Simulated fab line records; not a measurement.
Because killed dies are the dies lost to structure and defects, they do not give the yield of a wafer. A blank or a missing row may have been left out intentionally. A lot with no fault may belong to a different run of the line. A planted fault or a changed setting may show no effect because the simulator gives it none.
Problem report in the 8D (eight disciplines) form, filled by code ; flow sky130 ; the parts of the form that need people (team, actions taken, sign-off) are left out

== 1. THE PROBLEM ==
Mean of dose ions cm2 at SKY_VT_ADJUST_PCH_IMPLANT_08: 5e+11 across 6 wafers in 2 lots; on wafers with no fault it is 5e+11 (standard deviation 4.6e+08). Measured from the usual mean, that is +50 standard deviations.
Earliest sighting: wafer L275.2 on implanter-04 at day 17 16:07. Wafers with a number at this step in the record: 39, from 13 lots. Rule for "out", or "out of limits": more than 4 standard deviations from the usual mean. All remaining wafers that have a number are taken as sound.

== 2. WHAT THIS IS AND IS NOT ==
question;is;is not
which readings at this step;dose ions cm2;-
which lots;L275, L276;L253, L254, L256, L257, L258, L259, L261, L262, L264, L266, L274
which wafers of those lots;all that have a number;-
read on which tools;implanter-04;implanter-02, implanter-03
when;from day 17 16:07;up to then (33 sound wafers)

== 3. THE SUSPECTS, EACH WITH WHAT RULES IT OUT ==
Counting: any tool at a process step up to the reading is kept as a suspect provided that every lot that is out went through it and no sound lot did after the first of them.
- implanter-04 at SKY_VT_ADJUST_PCH_IMPLANT_08: kept. It ran every lot that is out, first L275 (day 17 16:07), and no sound lot after that; its last sound lot up to then is L266 (day 14 16:53). Its own readings are out on those wafers: dose ions cm2.
After counting, what remains is implanter-04 at SKY_VT_ADJUST_PCH_IMPLANT_08.

== 4. THE CAUSE (what the simulator had put in) ==
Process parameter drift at SKY_VT_ADJUST_PCH_IMPLANT_08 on implanter-04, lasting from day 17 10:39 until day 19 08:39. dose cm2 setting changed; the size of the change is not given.
This tool alone remained once counting was done.

== 5. THE EFFECT CHAIN, in route order ==
Each row: a reading whose mean over the struck wafers that have a number lies more than 3 standard deviations from the usual. Only readings whose record carries a usual standard deviation are examined. hours: median over the lots of the time between each lot's start at the first step of this table that gives one and its start at this step. sigmas: the change, counted in usual standard deviations.
hours;step;reading;usual;on struck wafers;change;sigmas
0;SKY_VT_ADJUST_PCH_IMPLANT_08;dose ions cm2;5e+11;5e+11;+2e+10;+50
Here are the process steps it includes:
- SKY_VT_ADJUST_PCH_IMPLANT_08
Later steps that measure or inspect, where all struck wafers having a row at the step show a number for every such reading and not one has moved that far: SKY_LDD_P_TW_MEAS_11, SKY_LI_CONTACT_CD_MEAS_12.

== 6. WHAT WOULD HAVE CAUGHT IT SOONER ==
In this record the first reading out of limits was taken at day 17 16:07, 5 hours after the fault began at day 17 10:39.
